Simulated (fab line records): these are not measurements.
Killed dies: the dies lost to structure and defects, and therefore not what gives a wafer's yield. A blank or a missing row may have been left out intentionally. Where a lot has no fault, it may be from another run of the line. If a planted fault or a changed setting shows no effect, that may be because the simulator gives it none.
The tool behind it: which one? | flow gf180mcu | 13 lots with 39 wafers sampled at 4 steps, on a route of 602 steps

## WHAT EACH GAUGE READ, for each wafer
GF_DNWELL_TW_MEAS_09. Usual: DNWELL_TW 1348, standard deviation 21.
lot  | measured    | on            | DNWELL_TW      | flag
L305 | day 3 00:56 | film-metro-02 | 1366 1360 1361 |
L306 | day 3 05:16 | film-metro-03 | 1348 1341 1343 |
L307 | day 3 09:47 | film-metro-03 | 1332 1346 1340 |
L311 | day 4 09:08 | film-metro-02 | 1359 1357 1355 |
L312 | day 4 14:22 | film-metro-02 | 31 31 31       | OFF
L313 | day 4 19:26 | film-metro-02 | 1345 1350 1355 |
L317 | day 5 15:22 | film-metro-02 | 1374 1381 1368 |
L321 | day 6 13:22 | film-metro-01 | 1309 1311 1314 |
L322 | day 6 19:17 | film-metro-01 | 1326 1319 1321 |
L323 | day 7 00:04 | film-metro-01 | 1321 1327 1321 |
L324 | day 7 06:44 | film-metro-02 | 1363 1364 1359 |
L325 | day 7 11:47 | film-metro-03 | 1344 1347 1343 |
L326 | day 7 15:44 | film-metro-01 | 1337 1344 1337 |

GF_NWELL_TW_MEAS_11. Usual: NWELL_TW 1568, standard deviation 19.
lot  | measured    | on            | NWELL_TW       | flag
L305 | day 3 14:04 | film-metro-04 | 1592 1592 1575 |
L306 | day 3 18:50 | film-metro-04 | 1582 1581 1579 |
L307 | day 3 23:47 | film-metro-03 | 1570 1569 1570 |
L311 | day 4 23:22 | film-metro-01 | 1550 1542 1556 |
L312 | day 5 04:18 | film-metro-04 | 1842 1851 1848 | OFF
L313 | day 5 09:58 | film-metro-04 | 1590 1596 1594 |
L317 | day 6 06:42 | film-metro-04 | 1590 1579 1583 |
L321 | day 7 05:59 | film-metro-01 | 1550 1550 1554 |
L322 | day 7 11:07 | film-metro-01 | 1535 1551 1555 |
L323 | day 7 15:53 | film-metro-01 | 1548 1532 1548 |
L324 | day 7 23:12 | film-metro-01 | 1550 1535 1543 |
L325 | day 8 04:11 | film-metro-03 | 1562 1574 1563 |
L326 | day 8 08:30 | film-metro-03 | 1570 1568 1576 |

## WHICH TOOL RAN EACH LOT (tool, then ch and the chambers of the sampled wafers, then the start)
lot  | GF_STI_CMP_25                | GF_DNWELL_EXPOSE_04
L305 | cmp-02 ch 0,2,3, day 2 08:53 | iline-stepper-01 ch 0, day 2 18:32
L306 | cmp-02 ch 0,1,2, day 2 13:57 | iline-stepper-01 ch 0, day 2 23:10
L307 | cmp-01 ch 1,3, day 2 18:41   | iline-stepper-02 ch 0, day 3 03:38
L311 | cmp-01 ch 0,1,2, day 3 16:38 | iline-stepper-01 ch 0, day 4 02:33
L312 | cmp-01 ch 0,1,2, day 3 22:46 | iline-stepper-01 ch 0, day 4 07:37
L313 | cmp-02 ch 1,2,3, day 4 02:19 | iline-stepper-01 ch 0, day 4 12:39
L317 | cmp-02 ch 1,2, day 4 22:34   | iline-stepper-01 ch 0, day 5 08:02
L321 | cmp-02 ch 1,2,3, day 5 19:43 | iline-stepper-02 ch 0, day 6 06:06
L322 | cmp-02 ch 1,2, day 6 01:42   | iline-stepper-01 ch 0, day 6 11:52
L323 | cmp-01 ch 1,2,3, day 6 06:00 | iline-stepper-02 ch 0, day 6 15:37
L324 | cmp-02 ch 0,2, day 6 12:25   | iline-stepper-02 ch 0, day 6 22:47
L325 | cmp-02 ch 0,1,2, day 6 17:56 | iline-stepper-02 ch 0, day 7 03:57
L326 | cmp-01 ch 0,3, day 6 21:40   | iline-stepper-02 ch 0, day 7 07:47
- GF_STI_CMP_25: polishes, stops on Si3N4, t overpolish 33 s, target thk 524.6 nm.
- GF_DNWELL_EXPOSE_04: exposes mask DNWELL, target cd 1700 nm.

## AS READ BY THE TOOLS THEMSELVES (means over the sampled wafers that have a number; for cases with no such wafer, the mark the record gives instead)
GF_STI_CMP_25. Usual: edge-zone-pressure-frac 0.999, standard deviation 0.0048; motor-current-A 11.9 A, standard deviation 1.3; overpolish-run-s 33.000 s, standard deviation 0.0096; time-to-endpoint-s 123 s, standard deviation 5.4.
lot  | tool   | edge-zone-pressure-frac | motor-current-A (A) | overpolish-run-s (s) | time-to-endpoint-s (s) | flag
L305 | cmp-02 | 1.000                   | 11.5                | 32.999               | 136                    |
L306 | cmp-02 | 1.002                   | 12.4                | 33.006               | 132                    |
L307 | cmp-01 | 0.999                   | 13.2                | 33.003               | 117                    |
L311 | cmp-01 | 1.000                   | 11.3                | 32.992               | 121                    |
L312 | cmp-01 | 0.995                   | 11.5                | 33.009               | 121                    |
L313 | cmp-02 | 0.996                   | 11.7                | 32.996               | 122                    |
L317 | cmp-02 | 0.996                   | 12.6                | 33.001               | 119                    |
L321 | cmp-02 | 1.002                   | 11.9                | 33.003               | 124                    |
L322 | cmp-02 | 0.995                   | 12.5                | 32.995               | 124                    |
L323 | cmp-01 | 0.998                   | 12.8                | 32.986               | 123                    |
L324 | cmp-02 | 0.994                   | 11.6                | 33.006               | 125                    |
L325 | cmp-02 | 0.994                   | 12.1                | 33.000               | 125                    |
L326 | cmp-01 | 0.999                   | 12.2                | 33.000               | 122                    |

GF_DNWELL_EXPOSE_04. Usual: exposure-dose-mJ-cm2 at 259.97, with a standard deviation of 0.29.
lot  | tool             | exposure-dose-mJ-cm2 | flag
L305 | iline-stepper-01 | 259.82               |
L306 | iline-stepper-01 | 259.64               |
L307 | iline-stepper-02 | 259.82               |
L311 | iline-stepper-01 | 259.84               |
L312 | iline-stepper-01 | 260.16               |
L313 | iline-stepper-01 | 260.15               |
L317 | iline-stepper-01 | 259.82               |
L321 | iline-stepper-02 | 260.16               |
L322 | iline-stepper-01 | 260.17               |
L323 | iline-stepper-02 | 259.82               |
L324 | iline-stepper-02 | 260.14               |
L325 | iline-stepper-02 | 260.16               |
L326 | iline-stepper-02 | 259.83               |

## THE ANSWER, worked out from the rows above alone
Rule: a lot is off if the mean of its wafers that have a number lies more than 3 standard deviations from the usual mean. A lot without any number at a reading at which 4 lots or more have one is off too. All remaining lots with rows at the step are treated as sound. Order of review: gauges by route order, followed by the tools' own readings, for which a lot's mean as printed above is used. At the first step where some lot is off, the reading lying furthest off is the one used; lots without a number count as furthest.
Off: L312, at GF_DNWELL_TW_MEAS_09 (DNWELL_TW).
A tool fits if, at a process step before that reading, it ran every lot that is off, and no sound lot after the first of them. The gauges at GF_DNWELL_TW_MEAS_09 aren't tried: what is off there is off at GF_NWELL_TW_MEAS_11 too, on other tools, and a gauge's error can't cause that. No candidate that was tried fits.

## WHAT HAD BEEN PUT IN BY THE SIMULATOR
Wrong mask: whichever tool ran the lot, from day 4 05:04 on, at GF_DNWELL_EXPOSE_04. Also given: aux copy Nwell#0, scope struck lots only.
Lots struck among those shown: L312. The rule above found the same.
